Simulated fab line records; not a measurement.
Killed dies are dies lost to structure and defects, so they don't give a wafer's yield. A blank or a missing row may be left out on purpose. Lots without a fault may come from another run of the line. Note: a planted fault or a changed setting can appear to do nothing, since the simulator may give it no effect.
What tool caused it? + flow sky130 + Sampling: 13 lots, 39 wafers, 4 of 708 route steps

== WHAT THE GAUGES READ, wafer by wafer ==
SKY_LDD_LDN_OVL_MEAS_07. Usual: for LDD_LDN_OVL the level is -0.4 nm and the standard deviation is 1.5.
| lot  | measured     | on         | LDD_LDN_OVL (nm) | flag |
|------|--------------|------------|------------------|------|
| L235 | day 23 10:18 | overlay-02 | -0.8 -0.7 1.4    |      |
| L236 | day 23 17:17 | overlay-02 | 0.7 0.4 0.8      |      |
| L237 | day 24 04:42 | overlay-02 | -1.2 -0.8 -0.2   |      |
| L238 | day 24 08:42 | overlay-02 | -1.4 -0.9 0.2    |      |
| L239 | day 24 23:21 | overlay-01 | -0.3 1.1 -0.2    |      |
| L240 | day 25 05:53 | overlay-02 | -2.6 -2.3 -0.3   |      |
| L243 | day 27 06:09 | overlay-02 | 1.1 -0.3 2.1     |      |
| L248 | day 28 02:25 | overlay-01 | 1.5 0.0 -1.1     |      |
| L249 | day 28 15:13 | overlay-01 | 0.9 -0.8 -0.1    |      |
| L254 | day 29 19:36 | overlay-01 | -1.4 -3.3 -0.4   |      |
| L255 | day 30 10:12 | overlay-01 | -0.5 -1.2 -0.8   |      |
| L256 | day 30 18:30 | overlay-01 | -2.7 -2.4 -2.0   |      |
| L258 | day 31 08:08 | overlay-02 | -3.0 -2.3 -2.1   |      |

SKY_SD_P_OVL_MEAS_08. Usual: for SD_P_OVL the level is 0.6 nm and the standard deviation is 1.2.
| lot  | measured     | on         | SD_P_OVL (nm)  | flag |
|------|--------------|------------|----------------|------|
| L235 | day 26 02:55 | overlay-02 | -0.1 -0.4 -0.1 |      |
| L236 | day 26 08:37 | overlay-01 | -0.5 1.8 -1.4  |      |
| L237 | day 26 18:10 | overlay-02 | -0.2 -0.3 -0.1 |      |
| L238 | day 27 00:02 | overlay-01 | -2.2 -0.2 0.8  |      |
| L239 | day 27 13:46 | overlay-02 | 1.8 0.1 -0.5   |      |
| L240 | day 27 18:58 | overlay-01 | 1.1 1.4 1.3    |      |
| L243 | day 29 18:43 | overlay-01 | 0.0 -1.4 0.2   |      |
| L248 | day 30 14:20 | overlay-01 | -0.2 -0.4 -1.7 |      |
| L249 | day 31 02:05 | overlay-02 | -0.4 0.9 -0.6  |      |
| L254 | day 32 05:17 | overlay-02 | 0.9 0.5 1.8    |      |
| L255 | day 32 19:22 | overlay-02 | 1.8 0.9 1.9    |      |
| L256 | day 33 02:05 | overlay-02 | -0.7 0.9 0.0   |      |
| L258 | day 33 14:46 | overlay-02 | 3.0 0.3 1.2    |      |

== WHAT TOOL EACH LOT RAN ON (gives the tool, then ch and the chambers of the sampled wafers, and finally the start) ==
| lot  | SKY_SPACER_ETCHBACK_02            | SKY_POLY_CUT_ETCH_11              |
|------|-----------------------------------|-----------------------------------|
| L235 | rieDiel-04 ch 0,1,3, day 23 13:26 | rieDiel-03 ch 0,1,3, day 24 20:14 |
| L236 | rieDiel-04 ch 1,2,3, day 23 19:32 | rieDiel-04 ch 0,1,3, day 25 02:11 |
| L237 | rieDiel-03 ch 1,2,3, day 24 06:49 | rieDiel-03 ch 0,1,2, day 25 13:08 |
| L238 | rieDiel-04 ch 1,2,3, day 24 11:20 | rieDiel-04 ch 0,2,3, day 25 18:10 |
| L239 | rieDiel-03 ch 0,2,3, day 25 01:40 | rieDiel-04 ch 1,2,3, day 26 08:11 |
| L240 | rieDiel-04 ch 1,2, day 25 07:59   | rieDiel-01 ch 0,1,3, day 26 13:47 |
| L243 | rieDiel-04 ch 0,1,2, day 27 08:16 | rieDiel-04 ch 0,1, day 28 13:29   |
| L248 | rieDiel-04 ch 0,1,3, day 28 04:32 | rieDiel-01 ch 0,1, day 29 09:35   |
| L249 | rieDiel-04 ch 2,3, day 28 17:19   | rieDiel-03 ch 1,2,3, day 29 22:37 |
| L254 | rieDiel-03 ch 1,3, day 29 21:43   | rieDiel-01 ch 2,3, day 31 02:11   |
| L255 | rieDiel-02 ch 0,2,3, day 30 12:53 | rieDiel-01 ch 1,2, day 31 16:44   |
| L256 | rieDiel-03 ch 0,1,3, day 30 20:37 | rieDiel-01 ch 1,3, day 31 23:53   |
| L258 | rieDiel-04 ch 1,2,3, day 31 10:14 | rieDiel-03 ch 0,1, day 32 12:47   |
- SKY_SPACER_ETCHBACK_02: etches Si3N4 in CH3F/O2, stops on SiO2, time 46.7 s, target depth 45 nm.
- SKY_POLY_CUT_ETCH_11: etches Si3N4 in CF4/CH2F2/Ar, stops on poly-Si, time 42.5 s, target depth 60 nm.

== AS READ BY THE TOOLS THEMSELVES (means over the sampled wafers that have a number; for cases with no such wafer, the mark the record gives instead) ==
SKY_SPACER_ETCHBACK_02. Usual: drypumpMotorCurrentA 6.0 A, standard deviation 0.56; oesProductAu 0.856 a.u., standard deviation 0.0057; throttleValvePct 10.562 %, standard deviation 0.0093.
| lot  | tool       | drypumpMotorCurrentA (A) | oesProductAu (a.u.) | throttleValvePct (%) | flag |
|------|------------|--------------------------|---------------------|----------------------|------|
| L235 | rieDiel-04 | 6.3                      | 0.857               | 10.567               |      |
| L236 | rieDiel-04 | 6.3                      | 0.862               | 10.564               |      |
| L237 | rieDiel-03 | 6.3                      | 0.846               | 10.568               |      |
| L238 | rieDiel-04 | 6.3                      | 0.852               | 10.556               |      |
| L239 | rieDiel-03 | 5.8                      | 0.857               | 10.564               |      |
| L240 | rieDiel-04 | 6.3                      | 0.850               | 10.554               |      |
| L243 | rieDiel-04 | 6.3                      | 0.858               | 10.557               |      |
| L248 | rieDiel-04 | 6.3                      | 0.860               | 10.559               |      |
| L249 | rieDiel-04 | 6.1                      | 0.856               | 10.574               |      |
| L254 | rieDiel-03 | 6.3                      | 0.860               | 10.560               |      |
| L255 | rieDiel-02 | 5.6                      | 0.860               | 10.560               |      |
| L256 | rieDiel-03 | 6.1                      | 0.851               | 10.568               |      |
| L258 | rieDiel-04 | 6.3                      | 0.853               | 10.558               |      |

SKY_POLY_CUT_ETCH_11. Usual: drypumpMotorCurrentA 6.2 A, standard deviation 0.37; oesProductAu 0.831 a.u., standard deviation 0.0063; rfFwdPowerW 593 W, standard deviation 3.2; throttleValvePct 14.995 %, standard deviation 0.0095.
| lot  | tool       | drypumpMotorCurrentA (A) | oesProductAu (a.u.) | rfFwdPowerW (W) | throttleValvePct (%) | flag |
|------|------------|--------------------------|---------------------|-----------------|----------------------|------|
| L235 | rieDiel-03 | 6.2                      | 0.820               | 594             | 14.987               |      |
| L236 | rieDiel-04 | 6.3                      | 0.830               | 596             | 14.991               |      |
| L237 | rieDiel-03 | 6.1                      | 0.823               | 593             | 14.994               |      |
| L238 | rieDiel-04 | 6.1                      | 0.829               | 595             | 14.991               |      |
| L239 | rieDiel-04 | 6.3                      | 0.837               | 595             | 14.986               |      |
| L240 | rieDiel-01 | 6.1                      | 0.829               | 590             | 14.991               |      |
| L243 | rieDiel-04 | 6.5                      | 0.833               | 592             | 14.996               |      |
| L248 | rieDiel-01 | 6.4                      | 0.834               | 588             | 14.996               |      |
| L249 | rieDiel-03 | 6.2                      | 0.826               | 559             | 14.991               | OFF  |
| L254 | rieDiel-01 | 6.1                      | 0.838               | 592             | 14.989               |      |
| L255 | rieDiel-01 | 6.0                      | 0.835               | 592             | 14.987               |      |
| L256 | rieDiel-01 | 5.9                      | 0.832               | 596             | 14.993               |      |
| L258 | rieDiel-03 | 6.4                      | 0.834               | 597             | 14.992               |      |

== THE ANSWER, worked out from the rows above alone ==
Rule: a lot is off if the mean of its wafers that have a number lies more than 3 standard deviations from the usual mean. A lot without any number at a reading at which 4 lots or more have one is off too. The other lots that the step has rows for count as sound. First the gauges in route order, then the tools' own readings, where a lot's mean is used as printed above. At the first step where some lot is off, the reading lying furthest off is the one used; lots without a number count as furthest.
Off at SKY_POLY_CUT_ETCH_11 (rfFwdPowerW): L249.
If a tool, at that step or one of the process steps before it, ran each lot that is off and ran no sound lot following the first of them, it fits. No candidate that was tried fits.

== WHAT THE SIMULATOR HAD PUT IN ==
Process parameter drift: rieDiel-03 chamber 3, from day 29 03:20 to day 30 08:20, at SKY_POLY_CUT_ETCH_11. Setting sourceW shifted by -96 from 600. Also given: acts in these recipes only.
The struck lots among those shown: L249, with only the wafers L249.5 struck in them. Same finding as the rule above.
